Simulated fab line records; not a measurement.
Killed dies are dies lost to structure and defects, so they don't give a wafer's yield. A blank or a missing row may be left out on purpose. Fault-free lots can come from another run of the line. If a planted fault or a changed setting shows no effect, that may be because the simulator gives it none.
A lot that was struck, set against a sound lot :: flow gf180mcu :: 14 out of 602 route steps
Sound: these wafers, L899.4, L899.5, L899.6. The struck wafers were L887.1, L887.4, L887.6. The cause is named last.
Each step with rows lists, per side, the tool, then ch with its chambers, then its first start. Under that, the readings that differ: sound wafers :: struck wafers :: difference of the means :: sigmas: that difference in standard deviations of wafers without a fault.
alike: a reading whose means differ by less than 2 such deviations, as well as words and numbers matching on both sides. not compared: withheld readings; readings where some wafer has no value; bounds like >300 that might hide an equal value; numbers whose values overlap and for which the record gives no deviation.
A row with sigmas, a row that says differs or no value, or rows on one side alone: a step with any of these is where the two part. When numbers do not overlap yet have no deviation, they are printed without sigmas and do not part them. A reading missing from all wafers of one side parts the sides only when that side holds two or more wafers.

first, 6 steps without rows for these wafers: GF_DNWELL_COAT_02 (resist thk 3000 nm); GF_DNWELL_SOFTBAKE_03; GF_DNWELL_EXPOSE_04 (exposes mask DNWELL, target cd 1700 nm); GF_DNWELL_PEB_05; GF_DNWELL_DEVELOP_06 (develop time 60 s); GF_DNWELL_IMPLANT_07.
GF_DNWELL_STRIP_08: strips in O2/N2.
  sound on plasma asher-01 ch 0,1, day 7 14:56; struck on plasma asher-02 ch 0,1, day 4 23:44
  alike: drypump motor current A, heater power w, o2 flow sccm, oes product au, strip time to endpoint s
  not compared: rf hours counter h
GF_DNWELL_TW_MEAS_09:
  sound: film metro-03 at day 7 15:02; struck: film metro-04 at day 4 23:50
  alike: DNWELL_TW
then, 4 steps without rows for these wafers: GF_NWELL_DEHYDRATE_00 (time 60 s); GF_NWELL_HMDS_01 (prime time 60 s); GF_NWELL_COAT_02 (resist thk 3000 nm); GF_NWELL_SOFTBAKE_03.
GF_NWELL_EXPOSE_04: exposes mask Nwell, target cd 860 nm.
  struck on iline stepper-02, day 5 07:01; sound on iline stepper-02 ch 0, day 7 23:38
  no value came back on the struck wafers for exposure dose mJ cm2, focus offset nm (nm), reticle temp C (C); on the sound wafers exposure dose mJ cm2 reads 259.89 260.27 259.82
  alike: mask
after that, 1 step had no rows for these wafers: GF_NWELL_PEB_05.

WHERE THEY PART
Only at GF_NWELL_EXPOSE_04, within this record.

WHY: whatever the simulator had introduced
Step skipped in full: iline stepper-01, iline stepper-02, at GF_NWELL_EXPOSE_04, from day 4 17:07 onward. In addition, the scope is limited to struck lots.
